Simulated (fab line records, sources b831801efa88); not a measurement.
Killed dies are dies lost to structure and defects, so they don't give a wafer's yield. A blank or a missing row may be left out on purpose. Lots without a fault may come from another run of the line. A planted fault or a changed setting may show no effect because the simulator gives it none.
A struck lot beside a sound one | flow gf180mcu | 14 steps out of a route of 602
Sound: wafers L253.1, L253.2, L253.3. Struck: wafers L248.2, L248.5, L248.6. The cause comes at the end.
At each step with rows: each side's tool, then ch and its chambers, then its first start. Under that, the readings that differ: sound wafers | struck wafers | difference of the means | sigmas: that difference in standard deviations of wafers without a fault.
alike: readings whose means differ by less than 2 such deviations, and words and numbers that are the same on both sides. not compared: withheld readings, readings that some wafer has no value for, bounds like >300 that may hide the same value, and numbers for which the record gives no deviation and whose values overlap.
The two part at a step that has a row with sigmas, a row that says differs or no value, or rows on one side only. Numbers that don't overlap but have no deviation are shown without sigmas and don't part them. A reading that every wafer of one side lacks parts them only if that side has two wafers or more.

GF_HV_LDD_RTA_52: time 10 s.
  sound on rtp_anneal-01 ch 0, day 18 22:12; struck on rtp_anneal-02 ch 0, day 17 09:46
  reading            | sound          | struck         | difference | sigmas
  lamp_power_pct (%) | 32.9 32.9 33.0 | 31.6 31.6 31.6 | -1.3       | -2
  alike: chamber_o2_ppm, wafer_temp_C_max
GF_HV_LDD_RS_MEAS_53: measures by four-point-probe.
  sound on film_metro-04, day 18 22:16; struck on film_metro-04, day 17 09:50
  alike: HV_LDD_RS
then, 1 step without rows for these wafers: GF_HV_LDD_CVD_54 (deposits SiO2 from TEOS, target thk 10 nm, time 75 s).
GF_HV_LDD_THK_MEAS_55:
  sound on film_metro-02, day 18 23:25; struck on film_metro-04, day 17 11:29
  alike: HV_LDD_CVD_54_THK
then, 1 step without rows for these wafers: GF_HV_LDD_CVD_56 (deposits Si3N4 from DCS/NH3, target thk 90 nm, time 1543 s).
GF_HV_LDD_THK_MEAS_57:
  sound on film_metro-04, day 19 00:54; struck on film_metro-02, day 17 13:41
  alike: HV_LDD_CVD_56_THK
GF_HV_LDD_ETCHBACK_58: etches Si3N4 in CH3F/O2, stops on SiO2, time 100 s, target depth 90 nm.
  sound on rie_diel-03 ch 1,2,3, day 19 00:58; struck on rie_diel-02 ch 1,2, day 17 13:44
  alike: drypump_motor_current_A, oes_product_au, throttle_valve_pct
  not compared: rf_hours_counter_h
then, 5 steps without rows for these wafers: GF_NSD_DEHYDRATE_00 (time 60 s); GF_NSD_HMDS_01 (prime time 60 s); GF_NSD_COAT_02 (resist thk 1000 nm); GF_NSD_SOFTBAKE_03 (time 60 s); GF_NSD_EXPOSE_04 (exposes mask Nplus, target cd 400 nm).
GF_NSD_PEB_05:
  sound on litho_track-02 ch 0, day 20 00:34; struck on litho_track-04, day 18 11:41
  reading         | sound          | struck | difference                    | sigmas
  exhaust_pa (Pa) | 44.4 45.0 43.9 | - - -  | no value on the struck wafers |
  not compared: chill_plate_temp_C
then, 1 step without rows for these wafers: GF_NSD_DEVELOP_06 (develop time 60 s).

WHERE THEY PART
First at GF_HV_LDD_RTA_52; last, within this record, at GF_NSD_PEB_05.

WHY: what the simulator had put in
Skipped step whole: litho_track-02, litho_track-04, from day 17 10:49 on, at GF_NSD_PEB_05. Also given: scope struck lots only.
